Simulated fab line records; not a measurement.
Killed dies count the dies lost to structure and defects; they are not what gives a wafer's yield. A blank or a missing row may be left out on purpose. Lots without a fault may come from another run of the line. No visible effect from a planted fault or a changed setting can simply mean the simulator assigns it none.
fab line records | flow sky130
record lots=11 | wafers=33 | lastDay=51
route steps=708 shown FIELD_ISO@18 NWELL@67 POLY_GATE@204 LDD_N@244
lots that met no fault: taken from a fault-free run of the same line
startH: hours from the record's opening day to when the first of the lot's shown wafers began | waitH: hours since the lot's step before | " identical to the entry in the row above | L1.1+2: one row covering several wafers at once | - value missing, or start not given | * or withheld: withheld | < > ~ a bound
route shown NAME@n: a module of which the file shows steps, and the number in the route of the first | usual: the fault-free wafers' mean and standard deviation | same: alike in all rows | chamber/n: place in a boat | sites: the reading at each site | _std_site: standard deviation of those values | _edge_site: outer sites' mean less inner sites' | radiusMm: for every site, how far away it sits from the centre of the wafer | mask NAME#n: copy n | behind: the tool/chamber that last shaped the wafer | hold: why the lot was held/for how many hours/how that ended | device: whichever transistor did not switch (one of n, p or np) | end of line: the route-end tests of the same wafers | for a step that has no rows: nothing shown but its recipe | killed: the dies lost at the first sort to structure and to defects; this is not the yield of the wafer | map: dies across one wafer; x = killed, . = not, _ = none there
set.NAME: the setting as run; set.NAME@STEP: as run at that earlier step | model.NAME: the simulator's own value behind a step, which no gauge read
route steps across a sampled set of lots; one table per step, one row per wafer
services: from which hour (startH, from the record's first day; less than 0 if before it) a tool's chamber was out of use, for how many hours, and why
## steps
# step SKY_FIELD_ISO_ETCH_17
# recipe targetDepthA=3420 | maskMaterial=Si3N4 | chemistry=HBr/Cl2/O2 | target=Si | taperDeg=5 | icpW=600 | biasW=150 | pressureMtorr=15 | HBr_flow_sccm=150 | Cl2_flow_sccm=40 | O2_flow_sccm=6 | timeS=97.7
# usual drypumpMotorCurrentA=5.7/0.6 | oesProductAu=0.996/0.0096 | throttleValvePct=25.659/0.011
lot.wafer | tool     | chamber | startH | waitH | drypumpMotorCurrentA | oesProductAu | rfHoursCounterH | throttleValvePct
L726.2    | rieSi-02 | 1       | 32.50  | 0.1   | 5.9                  | 1.009        | 114             | 25.651
L726.3    | "        | 3       | "      | "     | 5.7                  | 0.995        | 47              | 25.652
L726.5    | "        | 3       | "      | "     | 5.7                  | 0.990        | -               | 25.649
L728.4    | rieSi-01 | 3       | 41.68  | 0.0   | 5.5                  | 0.996        | 104             | 25.647
L728.5    | "        | 3       | "      | "     | 5.5                  | 0.998        | -               | 25.668
L728.6    | "        | 0       | "      | "     | 4.7                  | 0.994        | -               | 25.672
L729.1    | rieSi-02 | 3       | 45.73  | 0.1   | 5.7                  | 0.980        | 47              | 25.665
L729.5    | "        | 1       | "      | "     | 5.8                  | 1.010        | -               | 25.648
L729.6    | "        | 0       | "      | "     | 6.5                  | 0.997        | -               | 25.662
L730.1    | rieSi-02 | 1       | 54.09  | 0.1   | 5.8                  | 0.999        | 114             | 25.647
L730.3    | "        | 3       | "      | "     | 5.7                  | 0.989        | 47              | 25.676
L730.5    | "        | 0       | "      | "     | 6.5                  | 0.987        | -               | 25.655
L739.1    | rieSi-01 | 1       | 95.43  | 0.1   | 5.3                  | 1.002        | 62              | 25.644
L739.2    | "        | 2       | "      | "     | 4.8                  | 0.998        | 46              | 25.655
L739.5    | "        | 0       | "      | "     | 4.7                  | 0.992        | -               | 25.669
L740.1    | rieSi-02 | 2       | 104.48 | 0.1   | 6.3                  | 1.000        | 1               | 25.658
L740.3    | "        | 1       | "      | "     | 5.8                  | 1.017        | 115             | 25.664
L740.5    | "        | 0       | "      | "     | 6.5                  | 1.010        | -               | 25.659
L741.3    | rieSi-02 | 1       | 108.49 | 0.0   | 5.8                  | 1.006        | 115             | 25.663
L741.4    | "        | 0       | "      | "     | 6.6                  | 0.999        | 1               | 25.641
L741.5    | "        | 3       | "      | "     | 5.7                  | 0.975        | -               | 25.654
L744.1    | rieSi-02 | 3       | 121.94 | 0.1   | 5.7                  | 0.978        | 48              | 25.660
L744.2    | "        | 2       | "      | "     | 6.3                  | 1.001        | 1               | 25.649
L744.6    | "        | 0       | "      | "     | 6.5                  | 0.991        | -               | 25.669
L747.1    | rieSi-02 | 0       | 138.88 | 0.1   | 6.5                  | 1.004        | 2               | 25.640
L747.2    | "        | 1       | "      | "     | 5.8                  | 1.019        | 115             | 25.645
L747.6    | "        | 0       | "      | "     | 6.5                  | 1.007        | -               | 25.647
L748.1    | rieSi-01 | 2       | 146.39 | 0.1   | 4.8                  | 0.978        | 46              | 25.649
L748.2    | "        | 0       | "      | "     | 4.7                  | 0.998        | 3               | 25.661
L748.5    | "        | 0       | "      | "     | 4.7                  | 0.985        | -               | 25.685
L749.2    | rieSi-01 | 2       | 150.48 | 0.1   | 4.8                  | 0.983        | 46              | 25.659
L749.3    | "        | 3       | "      | "     | 5.4                  | 1.001        | 105             | 25.685
L749.5    | "        | 0       | "      | "     | 4.7                  | 0.987        | -               | 25.661
# step SKY_NWELL_STRIP_14
# recipe chemistry=O2/N2 | powerW=1400 | pressureMtorr=1500 | platenTempC=withheld | o2FlowSccm=3000 | n2FlowSccm=300 | overashFraction=0.5
# usual drypumpMotorCurrentA=5.8/0.37 | oesProductAu=0.723/0.0042 | stripTimeToEndpointS=36.90/0.1
lot.wafer | tool           | chamber | startH | waitH | drypumpMotorCurrentA | oesProductAu | rfHoursCounterH | stripTimeToEndpointS
L726.2    | plasmaAsher-01 | 0       | 85.86  | 0.1   | 5.5                  | 0.725        | 40              | 36.94
L726.3    | "              | 0       | "      | "     | 5.5                  | 0.721        | -               | 37.03
L726.5    | "              | 0       | "      | "     | 5.5                  | 0.724        | -               | 36.99
L728.4    | plasmaAsher-01 | 1       | 99.31  | 0.1   | 6.3                  | 0.726        | -               | 36.97
L728.5    | "              | 1       | "      | "     | 6.3                  | 0.723        | -               | 36.87
L728.6    | "              | 0       | "      | "     | 5.5                  | 0.720        | -               | 36.92
L729.1    | plasmaAsher-04 | 0       | 102.51 | 0.1   | 5.9                  | 0.730        | 44              | 36.99
L729.5    | "              | 1       | "      | "     | 5.3                  | 0.722        | -               | 36.97
L729.6    | "              | 0       | "      | "     | 5.9                  | 0.732        | -               | 36.94
L730.1    | plasmaAsher-04 | 1       | 110.29 | 0.1   | 5.3                  | 0.716        | 44              | 36.81
L730.3    | "              | 0       | "      | "     | 5.9                  | 0.725        | -               | 36.95
L730.5    | "              | 1       | "      | "     | 5.3                  | 0.723        | -               | 36.89
L739.1    | plasmaAsher-03 | 1       | 160.26 | 0.1   | 5.6                  | 0.725        | 38              | 36.93
L739.2    | "              | 0       | "      | "     | 6.3                  | 0.722        | 38              | 36.83
L739.5    | "              | 1       | "      | "     | 5.6                  | 0.717        | -               | 36.95
L740.1    | plasmaAsher-04 | 0       | 169.52 | 0.1   | 5.9                  | 0.722        | 51              | 37.07
L740.3    | "              | 1       | "      | "     | 5.3                  | 0.721        | -               | 37.09
L740.5    | "              | 1       | "      | "     | 5.3                  | 0.722        | -               | 37.14
L741.3    | plasmaAsher-03 | 0       | 174.03 | 0.1   | 6.3                  | 0.727        | -               | 36.94
L741.4    | "              | 1       | "      | "     | 5.6                  | 0.717        | -               | 36.77
L741.5    | "              | 1       | "      | "     | 5.6                  | 0.727        | -               | 36.98
L744.1    | plasmaAsher-03 | 1       | 190.14 | 0.1   | 5.6                  | 0.721        | 40              | 36.99
L744.2    | "              | 0       | "      | "     | 6.3                  | 0.727        | 40              | 36.89
L744.6    | "              | 0       | "      | "     | 6.3                  | 0.719        | -               | 36.95
L747.1    | plasmaAsher-04 | 1       | 205.92 | 0.1   | 5.3                  | 0.725        | 54              | 36.90
L747.2    | "              | 0       | "      | "     | 5.9                  | 0.729        | 54              | 37.06
L747.6    | "              | 0       | "      | "     | 5.9                  | 0.731        | -               | 37.03
L748.1    | plasmaAsher-03 | 1       | 213.74 | 0.1   | 5.6                  | 0.727        | 43              | 36.69
L748.2    | "              | 0       | "      | "     | 6.3                  | 0.722        | 43              | 36.79
L748.5    | "              | 0       | "      | "     | 6.3                  | 0.728        | -               | 36.78
L749.2    | plasmaAsher-04 | 0       | 222.06 | 0.1   | 5.9                  | 0.721        | 55              | 36.72
L749.3    | "              | 0       | "      | "     | 5.9                  | 0.722        | -               | 36.74
L749.5    | "              | 1       | "      | "     | 5.3                  | 0.721        | -               | 36.80
# step SKY_POLY_GATE_CVD_00
# recipe material=poly-Si | targetThkNm=180 | tempC=620 | timeS=720 | pressureMtorr=200
# usual susceptorTempC=620.00/0.24
lot.wafer | tool     | chamber | startH | waitH | susceptorTempC
L726.2    | lpcvd-01 | 1       | 305.37 | 0.0   | 619.94
L726.3    | "        | 1       | "      | "     | 619.78
L726.5    | "        | 1       | "      | "     | 620.04
L728.4    | lpcvd-01 | 1       | 322.54 | 0.0   | 619.80
L728.5    | "        | 1       | "      | "     | 620.06
L728.6    | "        | 1       | "      | "     | 620.01
L729.1    | lpcvd-01 | 1       | 330.90 | 0.0   | 620.03
L729.5    | "        | 1       | "      | "     | 619.96
L729.6    | "        | 1       | "      | "     | 620.31
L730.1    | lpcvd-01 | 1       | 342.45 | 0.0   | 619.97
L730.3    | "        | 1       | "      | "     | 620.08
L730.5    | "        | 1       | "      | "     | 619.91
L739.1    | lpcvd-01 | 1       | 416.22 | 0.0   | 620.12
L739.2    | "        | 1       | "      | "     | 620.31
L739.5    | "        | 1       | "      | "     | 619.86
L740.1    | lpcvd-01 | 0       | 426.28 | 0.0   | 619.68
L740.3    | "        | 0       | "      | "     | 619.97
L740.5    | "        | 0       | "      | "     | 619.81
L741.3    | lpcvd-01 | 0       | 439.07 | 0.0   | 619.78
L741.4    | "        | 0       | "      | "     | 619.76
L741.5    | "        | 0       | "      | "     | 619.89
L744.1    | lpcvd-01 | 0       | 457.00 | 0.0   | 620.10
L744.2    | "        | 0       | "      | "     | 619.94
L744.6    | "        | 0       | "      | "     | 619.86
L747.1    | lpcvd-01 | 1       | 478.47 | 0.0   | 620.15
L747.2    | "        | 1       | "      | "     | 620.27
L747.6    | "        | 1       | "      | "     | 620.24
L748.1    | lpcvd-01 | 0       | 493.54 | 0.0   | 619.75
L748.2    | "        | 0       | "      | "     | 619.63
L748.5    | "        | 0       | "      | "     | 619.70
L749.2    | lpcvd-01 | 0       | 531.72 | 26.3  | 620.11
L749.3    | "        | 0       | "      | "     | 620.06
L749.5    | "        | 0       | "      | "     | 619.86
# step SKY_POLY_GATE_THK_MEAS_01
# recipe reads=poly-Si_of_POLY_GATE_CVD_00
# usual POLY_GATE_CVD_00_THK=179.6/1.6
lot.wafer | tool         | chamber | startH | waitH | hold                    | POLY_GATE_CVD_00_THK[nm]
L726.2    | filmMetro-03 | -       | 306.58 | 0.0   | -                       | 182.0
L726.3    | "            | -       | "      | "     | -                       | 182.9
L726.5    | "            | -       | "      | "     | -                       | 181.9
L728.4    | filmMetro-04 | -       | 323.77 | 0.0   | -                       | 179.8
L728.5    | "            | -       | "      | "     | -                       | 178.9
L728.6    | "            | -       | "      | "     | -                       | 179.0
L729.1    | filmMetro-04 | -       | 332.10 | 0.0   | awaitDispo/0.2h/release | 125.4
L729.5    | "            | -       | "      | "     | awaitDispo/0.2h/release | 125.8
L729.6    | "            | -       | "      | "     | awaitDispo/0.2h/release | 125.5
L729.1    | filmMetro-04 | -       | 332.33 | 0.2   | -                       | 125.5
L729.5    | "            | -       | "      | "     | -                       | 125.8
L729.6    | "            | -       | "      | "     | -                       | 125.4
L730.1    | filmMetro-03 | -       | 343.65 | 0.0   | awaitDispo/0.2h/release | 122.9
L730.3    | "            | -       | "      | "     | awaitDispo/0.2h/release | 124.3
L730.5    | "            | -       | "      | "     | awaitDispo/0.2h/release | 125.7
L730.1    | filmMetro-03 | -       | 343.88 | 0.2   | -                       | 122.9
L730.3    | "            | -       | "      | "     | -                       | 124.4
L730.5    | "            | -       | "      | "     | -                       | 125.7
L739.1    | filmMetro-04 | -       | 417.42 | 0.0   | -                       | 177.9
L739.2    | "            | -       | "      | "     | -                       | 178.2
L739.5    | "            | -       | "      | "     | -                       | 177.9
L740.1    | filmMetro-03 | -       | 427.48 | 0.0   | -                       | 180.6
L740.3    | "            | -       | "      | "     | -                       | 179.4
L740.5    | "            | -       | "      | "     | -                       | 179.8
L741.3    | filmMetro-02 | -       | 440.29 | 0.0   | -                       | 176.3
L741.4    | "            | -       | "      | "     | -                       | 177.7
L741.5    | "            | -       | "      | "     | -                       | 177.8
L744.1    | filmMetro-02 | -       | 458.20 | 0.0   | -                       | 179.3
L744.2    | "            | -       | "      | "     | -                       | 179.5
L744.6    | "            | -       | "      | "     | -                       | 180.1
L747.1    | filmMetro-03 | -       | 480.27 | 0.0   | -                       | 177.1
L747.2    | "            | -       | "      | "     | -                       | 177.4
L747.6    | "            | -       | "      | "     | -                       | 178.8
L748.1    | filmMetro-03 | -       | 494.74 | 0.0   | -                       | 177.8
L748.2    | "            | -       | "      | "     | -                       | 179.3
L748.5    | "            | -       | "      | "     | -                       | 178.3
L749.2    | filmMetro-02 | -       | 533.53 | 0.0   | -                       | 181.8
L749.3    | "            | -       | "      | "     | -                       | 180.3
L749.5    | "            | -       | "      | "     | -                       | 181.2
# step SKY_POLY_GATE_ETCH_17
# recipe targetDepthNm=180 | stopOn=SiO2 | overEtchFrac=0.56667 | chemistry=HBr/Cl2 | target=poly-Si | icpW=400 | biasW=100 | pressureMtorr=10 | HBr_flow_sccm=150 | Cl2_flow_sccm=50 | timeS=70.5
# usual drypumpMotorCurrentA=5.6/0.61 | oesProductAu=0.983/0.0067 | throttleValvePct=33.685/0.0086
# same overEtchFrac=0.56667
lot.wafer | tool     | chamber | startH | waitH | drypumpMotorCurrentA | oesProductAu | rfHoursCounterH | throttleValvePct
L726.2    | rieSi-02 | 3       | 360.01 | 0.0   | 5.7                  | 0.984        | 50              | 33.680
L726.3    | "        | 2       | "      | "     | 6.3                  | 0.978        | 3               | 33.677
L726.5    | "        | 3       | "      | "     | 5.7                  | 0.981        | -               | 33.689
L728.4    | rieSi-02 | 1       | 382.72 | 0.1   | 5.8                  | 0.992        | -               | 33.671
L728.5    | "        | 3       | "      | "     | 5.7                  | 0.987        | -               | 33.679
L728.6    | "        | 2       | "      | "     | 6.3                  | 0.982        | -               | 33.675
L729.1    | rieSi-01 | 0       | 389.12 | 0.0   | 4.7                  | 0.769        | 5               | 33.695
L729.5    | "        | 2       | "      | "     | 4.8                  | 0.778        | -               | 33.691
L729.6    | "        | 3       | "      | "     | 5.5                  | 0.767        | -               | 33.682
L730.1    | rieSi-02 | 3       | 401.27 | 0.0   | 5.7                  | 0.767        | 51              | 33.693
L730.3    | "        | 2       | "      | "     | 6.3                  | 0.773        | 4               | 33.704
L730.5    | "        | 3       | "      | "     | 5.7                  | 0.774        | -               | 33.689
L739.1    | rieSi-02 | 2       | 480.42 | 0.0   | 6.3                  | 0.978        | 4               | 33.693
L739.2    | "        | 3       | "      | "     | 5.7                  | 0.975        | 51              | 33.698
L739.5    | "        | 2       | "      | "     | 6.3                  | 0.980        | -               | 33.680
L740.1    | rieSi-01 | 3       | 489.77 | 0.0   | 5.5                  | 0.993        | 1               | 33.684
L740.3    | "        | 1       | "      | "     | 5.3                  | 0.979        | 0               | 33.700
L740.5    | "        | 1       | "      | "     | 5.3                  | 0.986        | -               | 33.689
L741.3    | rieSi-02 | 1       | 502.43 | 0.0   | 5.8                  | 0.973        | 2               | 33.698
L741.4    | "        | 0       | "      | "     | 6.6                  | 0.984        | 5               | 33.687
L741.5    | "        | 2       | "      | "     | 6.3                  | 0.986        | -               | 33.698
L744.1    | rieSi-01 | 1       | 521.89 | 0.0   | 5.3                  | 0.982        | 0               | 33.703
L744.2    | "        | 0       | "      | "     | 4.7                  | 0.976        | 6               | 33.678
L744.6    | "        | 3       | "      | "     | 5.5                  | 0.985        | -               | 33.693
L747.1    | rieSi-02 | 1       | 541.14 | 0.0   | 5.8                  | 0.989        | 2               | 33.681
L747.2    | "        | 0       | "      | "     | 6.5                  | 0.973        | 5               | 33.678
L747.6    | "        | 1       | "      | "     | 5.8                  | 0.986        | -               | 33.687
L748.1    | rieSi-01 | 3       | 555.64 | 0.0   | 5.5                  | 0.990        | 1               | 33.677
L748.2    | "        | 0       | "      | "     | 4.7                  | 0.979        | 6               | 33.684
L748.5    | "        | 1       | "      | "     | 5.3                  | 0.979        | -               | 33.692
L749.2    | rieSi-02 | 2       | 594.56 | 0.0   | 6.3                  | 0.985        | 5               | 33.689
L749.3    | "        | 3       | "      | "     | 5.7                  | 0.992        | 0               | 33.706
L749.5    | "        | 3       | "      | "     | 5.7                  | 0.994        | -               | 33.684
# step SKY_LDD_N_OVL_MEAS_07
# usual LDD_N_OVL=-0.6/1.3
lot.wafer | tool       | chamber | startH | waitH | LDD_N_OVL[nm]
L726.2    | overlay-01 | -       | 389.69 | 0.1   | -0.8
L726.3    | "          | -       | "      | "     | -1.1
L726.5    | "          | -       | "      | "     | 0.4
L728.4    | overlay-02 | -       | 412.67 | 0.1   | 0.5
L728.5    | "          | -       | "      | "     | -1.2
L728.6    | "          | -       | "      | "     | 0.6
L729.1    | overlay-01 | -       | 420.94 | 0.1   | 0.7
L729.5    | "          | -       | "      | "     | -1.4
L729.6    | "          | -       | "      | "     | -0.2
L730.1    | overlay-02 | -       | 434.04 | 0.1   | -1.2
L730.3    | "          | -       | "      | "     | -0.6
L730.5    | "          | -       | "      | "     | -0.9
L739.1    | overlay-01 | -       | 511.56 | 0.1   | 0.8
L739.2    | "          | -       | "      | "     | 1.9
L739.5    | "          | -       | "      | "     | -0.8
L740.1    | overlay-01 | -       | 521.16 | 0.1   | -1.2
L740.3    | "          | -       | "      | "     | -0.8
L740.5    | "          | -       | "      | "     | -1.9
L741.3    | overlay-01 | -       | 533.57 | 0.1   | 0.0
L741.4    | "          | -       | "      | "     | -1.1
L741.5    | "          | -       | "      | "     | 0.1
L744.1    | overlay-01 | -       | 552.06 | 0.1   | -2.3
L744.2    | "          | -       | "      | "     | -1.1
L744.6    | "          | -       | "      | "     | -0.8
L747.1    | overlay-01 | -       | 572.46 | 0.1   | 0.7
L747.2    | "          | -       | "      | "     | -1.0
L747.6    | "          | -       | "      | "     | 0.2
L748.1    | overlay-01 | -       | 586.49 | 0.1   | 1.0
L748.2    | "          | -       | "      | "     | 0.0
L748.5    | "          | -       | "      | "     | 0.3
L749.2    | overlay-01 | -       | 624.96 | 0.1   | -0.4
L749.3    | "          | -       | "      | "     | 0.5
L749.5    | "          | -       | "      | "     | -2.3
## services
tool           | chamber | startH | hours | kind
rieSi-01       | 3       | 8.74   | 8.4   | repair
rieSi-02       | -       | 12.47  | 2.8   | pm
plasmaAsher-03 | -       | 29.42  | 2.8   | pm
plasmaAsher-03 | -       | 39.80  | 3.1   | repair
rieSi-02       | -       | 41.25  | 0.9   | repair
rieSi-02       | 1       | 70.83  | 5.9   | repair
rieSi-01       | -       | 101.73 | 14.6  | pm
rieSi-02       | 2       | 108.57 | 4.5   | repair
rieSi-01       | 3       | 186.07 | 145.9 | repair
rieSi-01       | 0       | 198.94 | 2.9   | repair
plasmaAsher-04 | -       | 211.52 | 7.7   | repair
lpcvd-01       | -       | 225.57 | 2.8   | pm
rieSi-01       | -       | 232.27 | 2.9   | repair
plasmaAsher-03 | -       | 237.14 | 4.3   | repair
rieSi-01       | -       | 248.04 | 2.8   | pm
rieSi-01       | 1       | 261.44 | 9.7   | repair
rieSi-01       | 0       | 289.12 | 6.6   | repair
rieSi-02       | 1       | 340.49 | 8.3   | repair
rieSi-02       | 0       | 350.80 | 45.6  | repair
rieSi-01       | 0       | 375.18 | 6.9   | repair
rieSi-02       | 1       | 409.30 | 14.7  | repair
rieSi-02       | 0       | 425.37 | 8.3   | repair
lpcvd-01       | -       | 497.69 | 34.0  | repair
plasmaAsher-04 | -       | 541.65 | 1.7   | repair
## key
firstSign step=SKY_POLY_GATE_THK_MEAS_01 | reading=visit | direction=added
effect step=SKY_POLY_GATE_THK_MEAS_01 | reading=POLY_GATE_CVD_00_THK | direction=down | sigmas=34 | usual=179.6 | struck=124.9
effect step=SKY_POLY_GATE_ETCH_17 | reading=oesProductAu | direction=down | sigmas=31 | usual=0.983 | struck=0.771
metAt SKY_POLY_GATE_CVD_00
struckLots L729,L730
testerLeftOut L729,L730
notActingAt SKY_FIELD_ISO_ETCH_17,SKY_NWELL_STRIP_14,SKY_LDD_N_OVL_MEAS_07
onsetBetween 322.54 330.90
fault kind=processParameterDrift | tool=lpcvd-01 | chamber=- | onsetH=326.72 | steps=SKY_POLY_GATE_CVD_00 | channel=targetThkNm | offset=-55.945 | shape=step | endH=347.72 | stated=180
# testerLeftOut: of these lots the tester's yield and bins aren't shown, on N5 and GAA mostly nor the transistor test; their killed dies are dies lost to structure and defects alone, not to doping, threshold or leakage, so they don't give the yield
